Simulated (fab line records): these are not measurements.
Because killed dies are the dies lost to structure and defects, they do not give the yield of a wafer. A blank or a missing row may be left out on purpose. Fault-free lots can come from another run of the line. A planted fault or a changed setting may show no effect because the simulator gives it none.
Problem report, 8D (eight disciplines) form, completed by code + flow gf180mcu + the parts of the form that need people (team, actions taken, sign-off) are left out

== 1. THE ISSUE ==
VT_IMPLANT_3_TW at GF_VT_IMPLANT_TW_MEAS_32 reads a mean of 30.3 on 3 wafers of 1 lot; wafers without a fault read 272.0 with a standard deviation of 1.3. That is -99 or more standard deviations from the usual mean.
Earliest sighting: wafer L466.1 on film_metro-01 at day 10 06:22. The record has a number at this step for 30 wafers belonging to 10 lots. By rule, "out" or "out of limits" means more than 4 standard deviations away from the usual mean. The rest of the wafers with a number are treated as sound.

== 2. WHAT IT IS; WHAT IT IS NOT ==
| question                    | is                     | is not                                                                                 |
|-----------------------------|------------------------|----------------------------------------------------------------------------------------|
| which readings at this step | VT_IMPLANT_3_TW        | -                                                                                      |
| which lots                  | L466                   | L454, L456, L457, L458, L459, L470, L473, L475, L476                                   |
| which wafers of those lots  | all that have a number | -                                                                                      |
| read on which gauges        | film_metro-01          | film_metro-02, film_metro-03                                                           |
| when                        | from day 10 06:22      | up to then (15 sound wafers); but 12 sound wafers of L470, L473, L475, L476 came after |

== 3. WHAT RULES OUT EACH SUSPECT ==
Counting: a tool stays on the suspect list if, at a process step up to the reading, it processed all lots that are out and no sound lot following the first of them.
- ruled out: the gauge at GF_VT_IMPLANT_TW_MEAS_32. All the wafers that are out were read on film_metro-01, but those of them that GF_VT_IMPLANT_STRIP_20 has rows for are out there too, on other tools.
- plasma_asher-02 at GF_MVPSD_STRIP_10 (strips in O2/N2): ruled out as a lasting fault. After its first lot that is out, L466 (day 8 04:15), sound lots L470, L473 ran on it.
- plasma_asher-04 at GF_VT_IMPLANT_STRIP_20 (strips in O2/N2): kept. It ran the lot that is out, L466 (day 9 13:46), and no sound lot after that. Its own readings are out on those wafers: oes_product_au.
- plasma_asher-04 at GF_VT_IMPLANT_STRIP_31 (strips in O2/N2): ruled out as a lasting fault. After its first lot that is out, L466 (day 10 06:16), sound lots L470, L473, L476 ran on it.
After counting, what remains is plasma_asher-04 at GF_VT_IMPLANT_STRIP_20.

== 4. THE CAUSE (what the simulator had put in) ==
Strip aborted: plasma_asher-04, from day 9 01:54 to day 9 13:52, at GF_VT_IMPLANT_STRIP_20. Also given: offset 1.
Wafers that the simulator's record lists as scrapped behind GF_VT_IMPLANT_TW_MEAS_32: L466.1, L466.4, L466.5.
The count eliminated every tool but this one.

== 5. THE CHAIN OF EFFECTS, in route order ==
Each row: a reading whose mean over the struck wafers that have a number lies more than 3 standard deviations from the usual. Only readings whose record carries a usual standard deviation are examined. hours: median over the lots of the time between each lot's start at the first step of this table that gives one and its start at this step. sigmas: the change, counted in usual standard deviations.
| hours | step                     | reading                  | usual      | on struck wafers | change | sigmas      |
|-------|--------------------------|--------------------------|------------|------------------|--------|-------------|
| 0     | GF_VT_IMPLANT_STRIP_20   | oes_product_au           | 0.716 a.u. | 0.890            | +0.174 | +38         |
| 16    | GF_VT_IMPLANT_STRIP_31   | strip_time_to_endpoint_s | 12.64 s    | 24.51            | +11.87 | +99 or more |
| 17    | GF_VT_IMPLANT_TW_MEAS_32 | VT_IMPLANT_3_TW          | 272.0      | 30.3             | -241.7 | -99 or more |
Process steps it contains:
- GF_VT_IMPLANT_STRIP_20: strips in O2/N2.
- GF_VT_IMPLANT_STRIP_31: strips in O2/N2.
Readings that are blank on the struck wafers while sound wafers have them: strip_time_to_endpoint_s at GF_VT_IMPLANT_STRIP_20.

== 6. WHAT WOULD HAVE CAUGHT IT SOONER ==
Counted from the fault's start at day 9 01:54, it took 28 hours until the first out-of-limits reading at a measuring or inspecting step in this record, taken at day 10 06:22.
Tool's own readings at GF_VT_IMPLANT_STRIP_20, oes_product_au: out on all struck wafers the step has rows for; an alarm limit on them would have tripped on the first.
The start of GF_VT_IMPLANT_STRIP_20 on plasma_asher-04 came by day 10 06:22 for every one of the lots that are out (1). Tool hold at that time: it would have spared none of them.
